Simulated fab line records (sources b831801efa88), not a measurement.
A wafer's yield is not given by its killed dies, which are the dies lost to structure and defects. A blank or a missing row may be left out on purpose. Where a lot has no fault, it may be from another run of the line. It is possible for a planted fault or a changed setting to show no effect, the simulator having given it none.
Comparing a struck lot with a sound one -- flow sky130 -- 16 steps out of a route of 708
Sound: wafers L705.2, L705.4, L705.5. The struck wafers were L701.1, L701.4, L701.6. The cause comes at the end.
For every step that has rows: the tool of each side, followed by ch and its chambers, followed by its first start. Under that, the readings that differ: sound wafers -- struck wafers -- difference of the means -- sigmas: that difference in standard deviations of wafers without a fault.
alike: a reading whose means differ by less than 2 such deviations, as well as words and numbers matching on both sides. not compared: withheld readings; readings where some wafer has no value; bounds like >300 that might hide an equal value; numbers whose values overlap and for which the record gives no deviation.
A row with sigmas, a row that says differs or no value, or rows on one side alone: a step with any of these is where the two part. Non-overlapping numbers with no deviation appear without sigmas and do not part them. Lack of a reading on every wafer of one side parts them only where that side has two or more wafers.

SKY_NWELL_RS_MEAS_29: measures by four-point-probe.
  sound on film metro-03 at day 9 11:56; struck on film metro-02 at day 8 06:35
  alike: NWELL_RS
SKY_NWELL_RS_MEAS_31: measures by four-point-probe.
  sound on film metro-03 at day 9 12:11; struck on film metro-02 at day 8 06:49
  alike: PWDE_RS
then, 7 steps without rows for these wafers: SKY_VT_ADJUST_HVTP_DEHYDRATE_00 (time 60 s); SKY_VT_ADJUST_HVTP_HMDS_01 (prime time 60 s); SKY_VT_ADJUST_HVTP_COAT_02 (resist thk 1140 nm); SKY_VT_ADJUST_HVTP_SOFTBAKE_03 (time 60 s); SKY_VT_ADJUST_HVTP_EXPOSE_04 (exposes mask HVTPM, target cd 380 nm); SKY_VT_ADJUST_HVTP_PEB_05; SKY_VT_ADJUST_HVTP_DEVELOP_06 (develop time 60 s).
SKY_VT_ADJUST_HVTP_CD_MEAS_07 targets a cd of 380 nm.
  sound on cd sem-01 at day 10 10:35; struck on cd sem-02 at day 9 03:25
  alike: cd nm
SKY_VT_ADJUST_HVTP_OVL_MEAS_08:
  sound on overlay-01 at day 10 10:41; struck on overlay-02 at day 9 03:32
  alike: VT_ADJUST_HVTP_OVL
SKY_VT_ADJUST_HVTP_IMPLANT_09:
  sound on implanter-02 ch 0, day 10 10:45; struck on implanter-02 ch 0, day 9 03:53
  alike: beam on s, dose ions cm2, end station pressure torr
SKY_VT_ADJUST_HVTP_STRIP_10: strips in O2/N2.
  sound on plasma asher-01 ch 0,1, day 10 10:52; struck on plasma asher-01 ch 0,1, day 9 04:02
  alike: chamber pressure mTorr, drypump motor current A, n2 flow sccm, oes product au, strip time to endpoint s
  not compared: rf hours counter h
SKY_VT_ADJUST_HVTP_TW_MEAS_11:
  sound on film metro-01 at day 10 10:59; struck on film metro-02 at day 9 04:08
reading,sound,struck,difference,sigmas
VT_ADJUST_HVTP_TW,1342 1337 1339,1704 1711 1710,+369,+34
then, 1 step without rows for these wafers: SKY_VT_ADJUST_LVTN_DEHYDRATE_00 (time 60 s).
-- the record jumps here: 39 days lie between the struck wafers' starts before and after (it left off in module VT_ADJUST_LVTN and takes up again in module PAD_OPEN, whose first step shown is number 708 of the route) --
SKY_PAD_OPEN_PROBE_99:
  sound on prober-02 at day 50 01:23; struck on prober-01 at day 48 14:44
reading,sound,struck,difference,sigmas
model.etest.tip p.rs ohm sq,6783 6747 6771,9332 9419 9340,+2597,
model.etest.pfet_01v8.r on ohm um,2876 2774 2846,3718 3772 3693,+896,
model.etest.tip p.rs ohm sq range,123.3 159.2 223,322.5 242.5 268.5,+109.3,
model.etest.pfet_01v8.drive ua um,196.9 203.7 196.4,120.5 117.8 120.3,-79.5,
model.etest.pfet_01v8_mvt.drive ua um,153.3 158.4 155,87.1 85.3 87.38,-69.0,
model.etest.pfet_01v8_hvt.drive ua um,145.6 153 147.9,93.81 91.69 94.96,-55.35,
model.etest.sram pfet latch.drive ua um,139.1 154.8 147.1,95.61 93.39 99.91,-50.70,
model.etest.ring_1v8.delay ps,21.32 20.72 21.06,28.23 29.12 28.3,+7.52,

## WHERE THEY PART
SKY_VT_ADJUST_HVTP_TW_MEAS_11 only, going by this record.

WHY: the cause the simulator had injected
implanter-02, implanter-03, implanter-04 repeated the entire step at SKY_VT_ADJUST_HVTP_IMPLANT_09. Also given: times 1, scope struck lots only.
